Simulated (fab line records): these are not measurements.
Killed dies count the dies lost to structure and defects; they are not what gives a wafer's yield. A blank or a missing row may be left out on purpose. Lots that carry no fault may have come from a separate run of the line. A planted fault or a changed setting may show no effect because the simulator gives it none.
fab line records -- flow sky130 -- part 2 of 2: steps 29 to 38 of 38
record: lots: 5, wafers: 15, last_day: 49
route steps=708 shown VIA4@659 METAL5@661 PASSIVATION@681 PAD_OPEN@694
lots that met no fault: taken from a fault-free run of the same line
start_h: hours from the record's opening day to when the first of the lot's shown wafers began -- wait_h: hours elapsed since this lot's preceding step -- " unchanged from the row above -- L1.1+2: one row covering several wafers at once -- - value missing, or start not given -- * or withheld: withheld -- < > ~ a bound
route shown NAME@n: NAME is a module with steps in the file, n the number in the route of the first one -- usual: average and standard deviation across the fault-free wafers -- same: alike in all rows -- chamber/n: place in a boat -- sites: readings site by site -- _std_site: standard deviation of those values -- _edge_site: the outer-site mean with the inner-site mean subtracted -- radius_mm: for every site, how far away it sits from the centre of the wafer -- mask NAME#n: copy n -- behind: the tool/chamber that last shaped the wafer -- hold: what put the lot on hold/how long, in hours/how the hold closed -- device: whichever transistor did not switch (one of n, p or np) -- end of line: tests run on the same wafers once the route is complete -- a step given without rows: its recipe and nothing more -- killed: at the first sort, the dies lost to defects and structure; wafer yield is something else -- map: a wafer's dies, marking killed ones x, the rest . and places with no die _
set.NAME: the run value of the setting; set.NAME@STEP: its run value at that earlier step -- model.NAME: the simulator's own value behind a step, which no gauge read
lots seen at some steps along the route; tables by step, rows by wafer
services: from which hour (start_h, from the record's first day; less than 0 if before it) a tool's chamber was out of use, for how many hours, and why
== steps ==
step: SKY_PASSIVATION_COAT_06
recipe: spin_rpm: 2000, resist_thk_nm: 3000
usual: spin_speed_rpm: 1999.7/1.4
lot.wafer,tool,chamber,start_h,wait_h,spin_speed_rpm
L075.1,litho_track-03,0,1041.12,0.1,2000.9
L075.4,litho_track-03,0,1041.12,0.1,1999.2
L075.5,litho_track-03,0,1041.12,0.1,1999.3
L077.1,litho_track-02,0,1062.73,0.1,2001.5
L077.4,litho_track-02,0,1062.73,0.1,1996.5
L077.6,litho_track-02,0,1062.73,0.1,1998.4
L080.1,litho_track-02,0,1084.68,0.1,1998.3
L080.2,litho_track-02,0,1084.68,0.1,1998.3
L080.6,litho_track-02,0,1084.68,0.1,1998.8
L086.3,litho_track-01,0,1114.07,0.1,1997.5
L086.4,litho_track-01,0,1114.07,0.1,1999.9
L086.6,litho_track-01,0,1114.07,0.1,1999.0
L091.1,litho_track-02,0,1142.98,0.1,1997.2
L091.2,litho_track-02,0,1142.98,0.1,2000.4
L091.5,litho_track-02,0,1142.98,0.1,1999.8
step: SKY_PASSIVATION_SOFTBAKE_07
recipe: temp_c: 110, time_s: withheld
lot.wafer,tool,chamber,start_h,wait_h
L075.1+4+5,litho_track-03,0,1041.27,0.1
L077.1+4+6,litho_track-02,0,1062.88,0.1
L080.1+2+6,litho_track-02,0,1084.83,0.1
L086.3+4+6,litho_track-01,0,1114.24,0.1
L091.1+2+5,litho_track-02,0,1143.13,0.1
step: SKY_PASSIVATION_EXPOSE_08
recipe: mask_id: NSM, target_cd_nm: 3000, na: 0.57, dose_mj: 260
lot.wafer,tool,chamber,start_h,wait_h,mask
L075.1+4+5,iline_stepper-01,0,-,-,NSM#0
L077.1+4+6,iline_stepper-02,0,-,-,NSM#0
L080.1+2+6,iline_stepper-02,0,-,-,NSM#0
L086.3+4+6,iline_stepper-02,0,-,-,NSM#0
L091.1+2+5,iline_stepper-01,0,-,-,NSM#0
step: SKY_PASSIVATION_PEB_09
recipe: temp_c: 115, time_s: withheld
lot.wafer,tool,chamber,start_h,wait_h
L075.1+4+5,litho_track-01,0,-,-
L077.1+4+6,litho_track-01,0,-,-
L080.1+2+6,litho_track-02,0,-,-
L086.3+4+6,litho_track-02,0,-,-
L091.1+2+5,litho_track-02,0,-,-
step: SKY_PASSIVATION_DEVELOP_10
recipe: develop_time_s: 60, dev_temp_c: 23
same: develop_time_s: 60
lot.wafer,tool,chamber,start_h,wait_h
L075.1+4+5,litho_track-01,0,-,-
L077.1+4+6,litho_track-01,0,-,-
L080.1+2+6,litho_track-02,0,-,-
L086.3+4+6,litho_track-02,0,-,-
L091.1+2+5,litho_track-02,0,-,-
step: SKY_PASSIVATION_ETCH_11
recipe: chemistry: CF4/O2, target_depth_nm: 725, stop_on: AlCu, source_w: 800, bias_w: 150, pressure_mtorr: 150, cf4_flow_sccm: 80, O2_flow_sccm: 10, time_s: 161.1
usual: drypump_motor_current_A: 5.4/0.43, oes_product_au: 0.978/0.0067, throttle_valve_pct: 5.964/0.0099
lot.wafer,tool,chamber,start_h,wait_h,drypump_motor_current_A,oes_product_au,rf_hours_counter_h,throttle_valve_pct
L075.1,rie_diel-03,0,1052.02,-,6.2,0.980,18,5.955
L075.4,rie_diel-03,1,1052.02,-,5.4,0.983,-,5.960
L075.5,rie_diel-03,0,1052.02,-,6.2,0.989,-,5.973
L077.1,rie_diel-02,2,1073.62,-,5.3,0.973,16,5.944
L077.4,rie_diel-02,3,1073.62,-,4.6,0.988,14,5.970
L077.6,rie_diel-02,2,1073.62,-,5.3,0.985,-,5.969
L080.1,rie_diel-02,2,1095.18,-,5.3,0.969,17,5.960
L080.2,rie_diel-02,0,1095.18,-,5.3,0.974,13,5.965
L080.6,rie_diel-02,2,1095.18,-,5.3,0.983,-,5.953
L086.3,rie_diel-02,2,1123.53,-,5.3,0.985,18,5.967
L086.4,rie_diel-02,0,1123.53,-,5.3,0.980,14,5.963
L086.6,rie_diel-02,1,1123.53,-,5.3,0.979,-,5.962
L091.1,rie_diel-01,1,1152.28,-,6.0,0.978,24,5.936
L091.2,rie_diel-01,0,1152.28,-,5.6,0.979,21,5.973
L091.5,rie_diel-01,3,1152.28,-,5.5,0.977,-,5.967
step: SKY_PASSIVATION_STRIP_12
recipe: chemistry: O2/N2, power_w: 1400, pressure_mtorr: 1500, platen_temp_c: withheld, overash_fraction: 0.7, o2_flow_sccm: 3000, n2_flow_sccm: 300
usual: drypump_motor_current_A: 5.6/0.39, oes_product_au: 0.660/0.0048, strip_time_to_endpoint_s: 31.50/0.12
same: overash_fraction: 0.7
lot.wafer,tool,chamber,start_h,wait_h,drypump_motor_current_A,oes_product_au,rf_hours_counter_h,strip_time_to_endpoint_s
L075.1,plasma_asher-03,1,1052.12,0.1,5.4,0.652,32,31.56
L075.4,plasma_asher-03,1,1052.12,0.1,5.4,0.657,-,31.39
L075.5,plasma_asher-03,0,1052.12,0.1,6.3,0.661,-,31.42
L077.1,plasma_asher-01,0,1073.72,0.1,5.1,0.653,97,31.41
L077.4,plasma_asher-01,0,1073.72,0.1,5.0,0.657,-,31.36
L077.6,plasma_asher-01,1,1073.72,0.1,5.7,0.666,-,31.44
L080.1,plasma_asher-04,1,1095.29,0.1,5.8,0.655,72,31.67
L080.2,plasma_asher-04,0,1095.29,0.1,5.4,0.658,72,31.55
L080.6,plasma_asher-04,1,1095.29,0.1,5.7,0.668,-,31.54
L086.3,plasma_asher-03,0,1123.67,0.1,6.3,0.670,-,31.51
L086.4,plasma_asher-03,1,1123.67,0.1,5.4,0.658,-,31.47
L086.6,plasma_asher-03,1,1123.67,0.1,5.4,0.662,-,31.46
L091.1,plasma_asher-03,0,1152.39,0.1,6.3,0.664,41,31.35
L091.2,plasma_asher-03,1,1152.39,0.1,5.4,0.661,41,31.51
L091.5,plasma_asher-03,0,1152.39,0.1,6.3,0.659,-,31.42
step: SKY_PAD_OPEN_DEHYDRATE_00
recipe: temp_c: 200, time_s: 61.49
usual: plate_sensor_t_centre_C: 201.07/0.01, plate_sensor_t_edge_C: 201.55/0.011
lot.wafer,tool,chamber,start_h,wait_h,plate_sensor_t_centre_C,plate_sensor_t_edge_C
L075.1,litho_track-01,0,1062.17,10.0,201.06,201.57
L075.4,litho_track-01,0,1062.17,10.0,201.09,201.57
L075.5,litho_track-01,0,1062.17,10.0,201.07,201.55
L077.1,litho_track-02,0,1083.38,9.6,201.07,201.54
L077.4,litho_track-02,0,1083.38,9.6,201.06,201.55
L077.6,litho_track-02,0,1083.38,9.6,201.06,201.55
L080.1,litho_track-04,0,1104.63,9.3,201.07,201.56
L080.2,litho_track-04,0,1104.63,9.3,201.05,201.55
L080.6,litho_track-04,0,1104.63,9.3,201.07,201.56
L086.3,litho_track-04,0,1133.03,9.3,201.06,201.55
L086.4,litho_track-04,0,1133.03,9.3,201.04,201.55
L086.6,litho_track-04,0,1133.03,9.3,201.06,201.56
L091.1,litho_track-04,0,1160.18,7.8,201.06,201.56
L091.2,litho_track-04,0,1160.18,7.8,201.07,201.56
L091.5,litho_track-04,0,1160.18,7.8,201.06,201.54
step: SKY_PAD_OPEN_HMDS_01
recipe: prime_time_s: 60, prime_temp_c: 120
usual: prime_temp_c: 119.98/0.14
lot.wafer,tool,chamber,start_h,wait_h,prime_temp_c
L075.1,litho_track-01,0,1062.32,0.1,120.17
L075.4,litho_track-01,0,1062.32,0.1,120.01
L075.5,litho_track-01,0,1062.32,0.1,120.09
L077.1,litho_track-02,0,1083.53,0.1,120.03
L077.4,litho_track-02,0,1083.53,0.1,119.82
L077.6,litho_track-02,0,1083.53,0.1,119.82
L080.1,litho_track-04,0,1104.78,0.1,120.29
L080.2,litho_track-04,0,1104.78,0.1,119.94
L080.6,litho_track-04,0,1104.78,0.1,120.05
L086.3,litho_track-04,0,1133.18,0.1,119.90
L086.4,litho_track-04,0,1133.18,0.1,119.72
L086.6,litho_track-04,0,1133.18,0.1,120.00
L091.1,litho_track-04,0,1160.33,0.1,119.79
L091.2,litho_track-04,0,1160.33,0.1,119.74
L091.5,litho_track-04,0,1160.33,0.1,119.90
step: SKY_PAD_OPEN_COAT_02
recipe: spin_rpm: 2000, resist_thk_nm: 3000
usual: spin_speed_rpm: 1999.8/1.3
lot.wafer,tool,chamber,start_h,wait_h,spin_speed_rpm
L075.1,litho_track-01,0,1062.47,0.1,2000.9
L075.4,litho_track-01,0,1062.47,0.1,2001.5
L075.5,litho_track-01,0,1062.47,0.1,1999.6
L077.1,litho_track-02,0,1083.68,0.1,2001.0
L077.4,litho_track-02,0,1083.68,0.1,2000.1
L077.6,litho_track-02,0,1083.68,0.1,2001.4
L080.1,litho_track-04,0,1104.93,0.1,2000.9
L080.2,litho_track-04,0,1104.93,0.1,2001.4
L080.6,litho_track-04,0,1104.93,0.1,2000.4
L086.3,litho_track-04,0,1133.33,0.1,2000.6
L086.4,litho_track-04,0,1133.33,0.1,2000.4
L086.6,litho_track-04,0,1133.33,0.1,1999.4
L091.1,litho_track-04,0,1160.48,0.1,1998.9
L091.2,litho_track-04,0,1160.48,0.1,1999.1
L091.5,litho_track-04,0,1160.48,0.1,1999.5
== services ==
tool,chamber,start_h,hours,kind
pecvd-04,-,983.87,2.8,pm
pvd_sputter-01,-,1004.63,2.2,repair
rie_metal-04,-,1011.08,28.1,pm
rie_diel-02,0,1040.02,5.5,repair
cmp-01,-,1048.51,11.1,pm
iline_stepper-02,-,1055.88,3.7,repair
cmp-01,-,1064.35,6.6,pm
iline_stepper-01,-,1065.33,1.7,pm
iline_stepper-02,-,1067.29,4.2,repair
cmp-01,-,1084.28,4.0,pm
pecvd-04,-,1096.32,1.8,repair
rie_metal-04,-,1098.79,15.6,pm
plasma_asher-03,-,1100.84,9.9,repair
rie_metal-04,1,1114.56,15.5,repair
pvd_sputter-02,-,1114.82,9.0,repair
wet_bench-04,-,1116.30,1.6,repair
plasma_asher-04,-,1119.63,2.8,pm
pecvd-04,0,1122.24,59.4,repair
pvd_sputter-01,-,1129.68,1.3,repair
pvd_sputter-03,-,1133.18,1.0,repair
pvd_sputter-03,-,1140.63,21.2,repair
plasma_asher-04,-,1140.69,4.0,pm
pvd_sputter-01,-,1145.62,0.7,repair
rie_metal-04,0,1150.20,3.6,repair
